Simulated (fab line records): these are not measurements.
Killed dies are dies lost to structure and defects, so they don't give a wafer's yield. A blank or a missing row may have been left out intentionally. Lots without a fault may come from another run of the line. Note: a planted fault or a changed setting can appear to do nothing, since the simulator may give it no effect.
Which tool is to blame?	flow sky130	12 lots, 36 wafers sampled, at 6 steps of a route of 708

## WHAT EACH GAUGE READ, for each wafer
SKY_NWELL_RS_MEAS_31: uses a four-point probe to measure.
lot	measured	on	PWDE_RS (ohm/sq)
L550	day 5 09:11	film_metro-04	5258 5281 5282
L551	day 5 13:23	film_metro-04	5296 5280 5306
L552	day 5 22:15	film_metro-02	5286 5245 5264
L555	day 6 15:08	film_metro-03	5261 5252 5258
L556	day 6 21:46	film_metro-04	5279 5285 5288
L557	day 7 03:40	film_metro-04	5265 5277 5269
L558	day 7 09:59	film_metro-03	5296 5295 5302
L561	day 8 02:08	film_metro-04	5314 5297 5295
L563	day 8 13:53	film_metro-04	5283 5270 5274
L571	day 10 19:41	film_metro-02	5253 5239 5255
L572	day 10 22:13	film_metro-02	5296 5285 5309
L573	day 11 05:43	film_metro-03	5270 5280 5277

SKY_SONOS_TUNNEL_TW_MEAS_12.
lot	measured	on	SONOS_TUNNEL_TW
L550	day 11 10:43	film_metro-03	199 199 200
L551	day 11 13:56	film_metro-01	203 203 203
L552	day 12 01:56	film_metro-03	198 197 199
L555	day 13 01:47	film_metro-04	195 195 195
L556	day 13 12:20	film_metro-01	200 200 200
L557	day 13 18:44	film_metro-01	200 201 201
L558	day 14 02:49	film_metro-01	202 201 201
L561	day 15 00:51	film_metro-04	193 193 192
L563	day 15 15:59	film_metro-04	193 193 193
L571	day 18 13:41	film_metro-01	203 204 204
L572	day 18 16:29	film_metro-03	197 197 197
L573	day 19 01:54	film_metro-03	198 198 197

SKY_LDD_P_CD_MEAS_07: the cd target is 380 nm.
lot	measured	on	cd_nm (nm)
L550	day 18 21:39	cd_sem-02	377.5 378.2 379.0
L551	day 18 22:32	cd_sem-01	384.0 385.7 381.9
L552	day 19 21:53	cd_sem-01	377.9 377.8 377.1
L555	day 21 05:52	cd_sem-01	375.7 376.6 376.5
L556	day 21 15:51	cd_sem-01	378.7 377.4 376.2
L557	day 22 01:11	cd_sem-02	382.0 381.5 384.0
L558	day 22 02:47	cd_sem-02	379.4 380.6 379.9
L561	day 23 06:45	cd_sem-01	350.6 351.4 352.4
L563	day 24 05:02	cd_sem-02	352.0 351.8 351.1
L571	day 26 19:00	cd_sem-02	376.7 377.7 378.0
L572	day 26 21:02	cd_sem-01	377.3 377.7 376.0
L573	day 27 01:35	cd_sem-01	380.1 382.0 379.6

SKY_LI_CONTACT_BOW_MEAS_03.
lot	measured	on	LI_CONTACT_BOW (um)
L550	day 27 18:46	film_metro-02	61 51 49
L551	day 27 22:08	film_metro-02	57 45 44
L552	day 28 18:04	film_metro-02	63 59 61
L555	day 29 23:56	film_metro-02	50 56 54
L556	day 30 09:37	film_metro-04	50 59 54
L557	day 30 18:02	film_metro-02	62 46 62
L558	day 30 18:28	film_metro-04	63 58 52
L561	day 31 20:16	film_metro-04	53 52 58
L563	day 32 17:58	film_metro-01	59 60 66
L571	day 35 01:41	film_metro-01	47 52 49
L572	day 35 04:55	film_metro-02	48 48 50
L573	day 35 09:17	film_metro-04	47 51 62

## WHAT TOOL EACH LOT RAN ON (gives the tool, then ch and the chambers of the sampled wafers, and finally the start)
lot	SKY_LDD_P_COAT_02	SKY_LDD_P_STRIP_10
L550	litho_track-03 ch 0, day 18 06:35	plasma_asher-02 ch 0,1, day 18 21:57
L551	litho_track-03 ch 0, day 18 07:32	plasma_asher-01 ch 0,1, day 18 22:50
L552	litho_track-01 ch 0, day 19 05:30	plasma_asher-03 ch 0,1, day 19 22:11
L555	litho_track-02 ch 0, day 20 14:04	plasma_asher-02 ch 0,1, day 21 06:09
L556	litho_track-03 ch 0, day 21 00:50	plasma_asher-02 ch 0,1, day 21 16:09
L557	litho_track-02 ch 0, day 21 10:32	plasma_asher-03 ch 0,1, day 22 01:29
L558	litho_track-01 ch 0, day 21 12:06	plasma_asher-02 ch 0, day 22 03:05
L561	litho_track-01 ch 0, day 22 16:15	plasma_asher-03 ch 0,1, day 23 07:03
L563	litho_track-01 ch 0, day 23 14:03	plasma_asher-03 ch 0,1, day 24 05:20
L571	litho_track-01 ch 0, day 26 04:06	plasma_asher-02 ch 0,1, day 26 19:18
L572	litho_track-03 ch 0, day 26 06:26	plasma_asher-03 ch 0, day 26 21:20
L573	litho_track-02 ch 0, day 26 11:17	plasma_asher-03 ch 0,1, day 27 01:53
- SKY_LDD_P_COAT_02: resist thk 1140 nm.
- SKY_LDD_P_STRIP_10: strips in O2/N2.

## AS READ BY THE TOOLS THEMSELVES (means over the sampled wafers that have a number; for cases with no such wafer, the mark the record gives instead)
SKY_LDD_P_STRIP_10.
lot	tool	drypump_motor_current_A (A)	oes_product_au (a.u.)	strip_time_to_endpoint_s (s)
L550	plasma_asher-02	5.6	0.716	14.13
L551	plasma_asher-01	5.6	0.716	14.20
L552	plasma_asher-03	5.5	0.716	14.19
L555	plasma_asher-02	5.5	0.713	14.19
L556	plasma_asher-02	5.5	0.716	14.11
L557	plasma_asher-03	6.0	0.713	14.23
L558	plasma_asher-02	5.7	0.719	14.20
L561	plasma_asher-03	6.0	0.715	17.77
L563	plasma_asher-03	5.5	0.711	17.80
L571	plasma_asher-02	5.5	0.714	14.20
L572	plasma_asher-03	6.5	0.711	14.24
L573	plasma_asher-03	5.5	0.716	14.15

## THE ANSWER, worked out from the rows above alone
Rule: what is usual is taken from the lots themselves. The widest of any qualifying gaps counts: lots, ordered by their means at a reading, are off when they make up no more than a third of the lots, leave a main group of 4 or more, and stand apart from it by 3 or more times the standard deviation of that group's means. If all means in a main group match to the digits the tables above print for the reading, that group is not used. A lot without any number at a reading at which 4 lots or more have one is off too. All remaining lots with rows at the step are treated as sound. After the gauges, taken in route order, come the tools' own readings; for these a lot's mean is taken, as printed above. The first step at which some lot is off is used, and at that step the reading that is off furthest; a lot without a number counts as furthest.
Off: L561, L563, at SKY_LDD_P_CD_MEAS_07 (cd_nm). The main group has a mean of 379.1 nm with a standard deviation of 2.4.
A tool fits if, at a process step before that reading, it ran every lot that is off, and no sound lot after the first of them. The gauges at SKY_LDD_P_CD_MEAS_07 aren't tried: what is off there is off at SKY_LDD_P_STRIP_10 too, on other tools, and a gauge's error can't cause that. No candidate that was tried fits.

## WHAT WAS PUT IN BY THE SIMULATOR
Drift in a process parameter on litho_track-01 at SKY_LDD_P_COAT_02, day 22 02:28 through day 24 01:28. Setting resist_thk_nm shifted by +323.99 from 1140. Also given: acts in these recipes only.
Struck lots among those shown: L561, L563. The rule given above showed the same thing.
